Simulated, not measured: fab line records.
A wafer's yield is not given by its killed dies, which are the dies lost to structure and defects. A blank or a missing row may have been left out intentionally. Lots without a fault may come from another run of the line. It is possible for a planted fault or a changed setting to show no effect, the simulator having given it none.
Code-filled problem report in 8D (eight disciplines) form / flow sky130 / the parts of the form that need people (team, actions taken, sign-off) are left out

== 1. PROBLEM STATEMENT ==
At SKY_METAL3_SPUTTER_04, chamber_pressure_pa averages 0.6326 Pa over 6 wafers from 2 lots, while fault-free wafers read 0.4000 Pa, standard deviation 0.00074. That is +99 or more standard deviations from the usual mean.
The step: material TiN, target thk 70 nm, time 58.3 s.
Earliest sighting: wafer L554.1 on pvd_sputter-03 at day 40 00:41. The record holds 18 wafers of 6 lots with a number at this step. Rule for "out" (also "out of limits"): further than 4 standard deviations from the usual mean. Any other wafer with a number is counted as sound.

== 2. WHAT IT IS AND WHAT IT IS NOT ==
question=which readings at this step | is=chamber_pressure_pa | is not=-
question=which lots | is=L554, L555 | is not=L547, L552, L563, L564
question=which wafers of those lots | is=all that have a number | is not=-
question=read on which tools | is=pvd_sputter-03 | is not=pvd_sputter-01, pvd_sputter-04
question=when | is=from day 40 00:41 | is not=up to then (6 sound wafers); but 6 sound wafers of L563, L564 came after

== 3. SUSPECTS, AND WHAT RULES EACH OUT ==
Counting: a tool stays on the suspect list if, at a process step up to the reading, it processed all lots that are out and no sound lot following the first of them.
- cmp-02 at SKY_VIA2_CMP_24 (polishes, stops on SiO2, t overpolish 20 s, target thk 0 nm): ruled out as a lasting fault. Following L554 (day 40 00:17), the first lot on it that is out, the sound lots L564 were run on it.
- pvd_sputter-03 at SKY_METAL3_SPUTTER_01 (material TiN, target thk 20 nm, time 16.7 s): kept. All lots that are out passed through it, beginning with L554 at day 40 00:36, and no sound lot followed; its final sound lot before that point was L547 at day 38 01:07.
- pvd_sputter-03 at SKY_METAL3_SPUTTER_02 (material AlCu, target thk 735 nm, time 39.1 s): kept. All lots that are out passed through it, beginning with L554 at day 40 00:38, and no sound lot followed; its final sound lot before that point was L547 at day 38 01:08.
- pvd_sputter-03 at SKY_METAL3_SPUTTER_03 (material Ti, target thk 5 nm, time 3.3 s): kept. All lots that are out passed through it, beginning with L554 at day 40 00:40, and no sound lot followed; its final sound lot before that point was L547 at day 38 01:10.
- pvd_sputter-03 at SKY_METAL3_SPUTTER_04 (material TiN, target thk 70 nm, time 58.3 s): kept. All lots that are out passed through it, beginning with L554 at day 40 00:41, and no sound lot followed; its final sound lot before that point was L547 at day 38 01:11. Its own chamber_pressure_pa readings are out on those wafers.
Left after counting: pvd_sputter-03 at SKY_METAL3_SPUTTER_01, pvd_sputter-03 at SKY_METAL3_SPUTTER_02, pvd_sputter-03 at SKY_METAL3_SPUTTER_03, pvd_sputter-03 at SKY_METAL3_SPUTTER_04.

== 4. THE CAUSE (what the simulator had put in) ==
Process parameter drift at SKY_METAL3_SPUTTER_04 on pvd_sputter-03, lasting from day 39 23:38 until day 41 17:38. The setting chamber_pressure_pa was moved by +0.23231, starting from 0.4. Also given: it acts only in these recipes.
After counting, 4 suspects remain, this tool included.

== 5. THE EFFECT CHAIN, in route order ==
Each row: a reading whose mean over the struck wafers that have a number lies more than 3 standard deviations from the usual. Scope: only readings with a usual standard deviation given in the record; hours: median across lots of the time from each lot's start at the first step in this table that gives one to its start at this step; sigmas: change in usual standard deviations.
hours=0; step=SKY_METAL3_SPUTTER_04; reading=chamber_pressure_pa; usual=0.4000 Pa; on struck wafers=0.6326; change=+0.2326; sigmas=+99 or more
hours=0; step=SKY_METAL3_SPUTTER_04; reading=throttle_valve_pct; usual=30.4 %; on struck wafers=24.1; change=-6.3; sigmas=-5.3
Here are the process steps it includes:
- SKY_METAL3_SPUTTER_04: material TiN, target thk 70 nm, time 58.3 s.

== 6. HOW IT WOULD HAVE BEEN CAUGHT EARLIER ==
In this record the first reading out of limits was taken at day 40 00:41, 1 hour after the fault began at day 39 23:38.
